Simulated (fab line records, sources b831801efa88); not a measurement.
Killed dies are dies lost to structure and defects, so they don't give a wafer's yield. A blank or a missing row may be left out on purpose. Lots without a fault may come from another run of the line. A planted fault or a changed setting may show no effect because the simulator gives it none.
Which tool did it? | flow sky130 | 14 lots, 42 wafers sampled, at 4 steps of a route of 708

WHAT THE GAUGES READ, wafer by wafer
SKY_SONOS_TUNNEL_OVL_MEAS_08.
lot  | measured     | on         | SONOS_TUNNEL_OVL (nm)
L766 | day 11 14:55 | overlay-01 | -1.0 0.2 -1.8
L767 | day 11 20:55 | overlay-02 | -1.2 1.1 2.2
L768 | day 12 01:51 | overlay-01 | 1.2 0.5 1.7
L771 | day 12 23:52 | overlay-01 | -0.4 -0.6 -1.5
L773 | day 13 13:13 | overlay-01 | -0.8 -0.7 0.4
L774 | day 13 18:31 | overlay-01 | -1.2 0.3 -0.9
L775 | day 14 05:25 | overlay-01 | 0.0 0.6 1.0
L776 | day 14 09:03 | overlay-01 | 0.4 1.9 0.2
L777 | day 14 18:42 | overlay-01 | -1.4 0.2 0.4
L785 | day 17 10:18 | overlay-01 | 3.0 2.4 1.3
L786 | day 17 18:58 | overlay-02 | -0.4 -1.3 -0.4
L787 | day 18 05:03 | overlay-01 | 0.0 0.3 -1.0
L788 | day 18 14:43 | overlay-01 | -0.6 -0.1 -0.2
L789 | day 18 17:57 | overlay-02 | -1.4 0.7 1.7

SKY_POLY_GATE_THK_MEAS_01.
lot  | measured     | on            | POLY_GATE_CVD_00_THK (nm)
L766 | day 14 04:48 | film_metro-04 | 179.9 181.6 181.4
L767 | day 14 11:05 | film_metro-02 | 181.9 182.2 180.7
L768 | day 14 16:40 | film_metro-02 | 180.3 181.4 181.7
L771 | day 15 13:01 | film_metro-01 | 180.9 181.4 181.0
L773 | day 16 19:05 | film_metro-01 | 182.4 181.7 182.0
L774 | day 16 19:06 | film_metro-02 | 182.9 181.4 183.1
L775 | day 16 21:47 | film_metro-01 | 179.0 180.6 180.2
L776 | day 17 03:11 | film_metro-01 | 182.7 183.2 183.5
L777 | day 17 15:29 | film_metro-02 | 178.2 180.4 180.0
L785 | day 20 11:52 | film_metro-04 | 181.6 181.4 181.6
L786 | day 20 18:59 | film_metro-02 | 179.6 180.4 178.2
L787 | day 21 03:46 | film_metro-02 | 181.6 182.5 182.2
L788 | day 21 15:07 | film_metro-01 | 181.4 181.2 181.2
L789 | day 21 21:54 | film_metro-04 | 178.9 180.7 180.6

SKY_CONTACT_OVL_MEAS_15.
lot  | measured     | on         | CONTACT_OVL (nm)
L766 | day 31 20:08 | overlay-01 | -2 -3 0
L767 | day 32 02:37 | overlay-01 | 0 4 4
L768 | day 32 06:55 | overlay-02 | 0 0 -10
L771 | day 33 04:43 | overlay-02 | -5 2 -4
L773 | day 34 09:55 | overlay-01 | 5 10 6
L774 | day 34 12:04 | overlay-01 | -1 -4 -3
L775 | day 34 12:55 | overlay-02 | 5 5 1
L776 | day 34 16:10 | overlay-01 | -1 7 5
L777 | day 35 03:30 | overlay-01 | -9 -1 1
L785 | day 37 11:28 | overlay-02 | 0 5 4
L786 | day 37 21:13 | overlay-01 | -4 -5 -2
L787 | day 38 06:16 | overlay-02 | -3 4 -4
L788 | day 38 11:04 | overlay-02 | 4 4 3
L789 | day 38 17:15 | overlay-02 | 0 9 0

WHICH TOOL RAN EACH LOT (tool, then ch and the chambers of the sampled wafers, then the start)
lot  | SKY_LDD_LDN_IMPLANT_11
L766 | implanter-03 ch 0, day 23 02:25
L767 | implanter-03 ch 0, day 23 09:24
L768 | implanter-02 ch 0, day 23 13:54
L771 | implanter-02 ch 0, day 24 15:04
L773 | implanter-01 ch 0, day 25 23:52
L774 | implanter-03 ch 0, day 26 00:46
L775 | implanter-01 ch 0, day 26 01:38
L776 | implanter-01 ch 0, day 26 05:40
L777 | implanter-01 ch 0, day 26 19:59
L785 | implanter-03 ch 0, day 29 09:35
L786 | implanter-03 ch 0, day 29 18:12
L787 | implanter-01 ch 0, day 30 02:08
L788 | implanter-01 ch 0, day 30 10:24
L789 | implanter-03 ch 0, day 30 16:46
- SKY_LDD_LDN_IMPLANT_11

WHAT THE TOOLS THEMSELVES READ (means of the sampled wafers that have a number; where no wafer has one, the mark that the record gives instead)
SKY_LDD_LDN_IMPLANT_11.
lot  | tool         | dose_ions_cm2 | faraday_current_uA
L766 | implanter-03 | 1.2493e+13    | 71.8
L767 | implanter-03 | 1.2497e+13    | 69.9
L768 | implanter-02 | 1.2504e+13    | 69.8
L771 | implanter-02 | 1.2497e+13    | 71.7
L773 | implanter-01 | 1.2491e+13    | 70.8
L774 | implanter-03 | 1.2504e+13    | 70.6
L775 | implanter-01 | 1.2485e+13    | 70.1
L776 | implanter-01 | 1.3481e+13    | 75.4
L777 | implanter-01 | 1.3496e+13    | 76.2
L785 | implanter-03 | 1.2502e+13    | 70.4
L786 | implanter-03 | 1.2480e+13    | 69.3
L787 | implanter-01 | 1.2500e+13    | 71.1
L788 | implanter-01 | 1.2486e+13    | 71.4
L789 | implanter-03 | 1.2503e+13    | 71.1

THE ANSWER, worked out from the rows above alone
Rule: what is usual is taken from the lots themselves. Put in order of their means at a reading, lots are off if they are a third of the lots or fewer, leave a main group of 4 or more, and stand apart from it by a gap of 3 or more times the standard deviation of the main group's means; of several such gaps the widest counts. A main group whose means are all the same, to the digits that the tables above print for the reading, isn't used. A lot without any number at a reading at which 4 lots or more have one is off too. The other lots that the step has rows for count as sound. The gauges are gone through in route order, then the tools' own readings, and for those a lot's mean is taken as printed above. The first step at which some lot is off is used, and at that step the reading that is off furthest; a lot without a number counts as furthest.
Off: L776, L777, at SKY_LDD_LDN_IMPLANT_11 (dose_ions_cm2). The main group: mean 1.2495e+13, standard deviation 7.8e+09.
A tool fits if, at that step or a process step before it, it ran every lot that is off, and no sound lot after the first of them. None of those tried fits.

WHAT THE SIMULATOR HAD PUT IN
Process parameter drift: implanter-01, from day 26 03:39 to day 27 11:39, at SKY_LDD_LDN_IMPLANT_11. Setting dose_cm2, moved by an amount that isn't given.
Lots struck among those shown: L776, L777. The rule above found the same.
